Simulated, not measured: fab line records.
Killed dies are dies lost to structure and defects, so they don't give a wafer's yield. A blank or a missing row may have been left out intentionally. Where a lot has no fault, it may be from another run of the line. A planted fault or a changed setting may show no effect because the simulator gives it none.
Problem report, 8D (eight disciplines) form, completed by code ; flow sky130 ; the parts of the form that need people (team, actions taken, sign-off) are left out

## 1. WHAT WENT WRONG
At SKY_LDD_N_IMPLANT_15, dose ions cm2 averages 3e+12 over 6 wafers from 2 lots, while fault-free wafers read 5e+12, standard deviation 5.6e+09. That is -99 or more standard deviations from the usual mean.
The first sign was on wafer L237.3 at day 22 02:55, on implanter-04. At this step, 39 wafers from 13 lots have a number in the record. Rule for "out", or "out of limits": more than 4 standard deviations from the usual mean. The other wafers with a number count as sound.

## 2. WHAT THIS IS AND IS NOT
question;is;is not
which readings at this step;dose ions cm2, faraday current uA;tilt deg
which lots;L237, L240;L226, L229, L231, L232, L233, L242, L243, L244, L245, L246, L248
which wafers of those lots;all that have a number;-
read on which tools;implanter-04;implanter-01, implanter-02
when;from day 22 02:55;"up to then (15 sound wafers); but 18 sound wafers of L242, L243, L244, L245, L246, L248 came after"

## 3. THE SUSPECTS, EACH WITH WHAT RULES IT OUT
Counting: any tool at a process step up to the reading is kept as a suspect provided that every lot that is out went through it and no sound lot did after the first of them.
- implanter-04 at SKY_LDD_N_IMPLANT_15: kept. It ran every lot that is out, first L237 (day 22 02:55), and no sound lot after that; its last sound lot up to then is L233 (day 20 14:42). Out on those wafers are its own readings of dose ions cm2, faraday current uA.
The count leaves implanter-04 at SKY_LDD_N_IMPLANT_15.

## 4. THE CAUSE (what the simulator had put in)
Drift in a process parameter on implanter-04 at SKY_LDD_N_IMPLANT_15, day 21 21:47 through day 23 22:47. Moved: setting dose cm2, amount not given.
After counting, this tool was the only one left.

## 5. THE CHAIN OF EFFECTS, in route order
Rows list readings where the struck wafers' mean (over those with a number) sits beyond 3 standard deviations from the usual. Readings are gone through only where the record gives a usual standard deviation; hours: the median, over the lots, of the time from a lot's start at the first step in this table giving one to that lot's start at this step; sigmas: the change measured in usual standard deviations.
hours;step;reading;usual;on struck wafers;change;sigmas
0;SKY_LDD_N_IMPLANT_15;dose ions cm2;5e+12;3e+12;-2e+12;-99 or more
0;SKY_LDD_N_IMPLANT_15;faraday current uA;28.2;17.1;-11.1;-20
The process steps in it:
- SKY_LDD_N_IMPLANT_15

## 6. WHAT WOULD HAVE CAUGHT IT SOONER
The fault began at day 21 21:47; the first out-of-limits reading in this record came at day 22 02:55, 5 hours later.
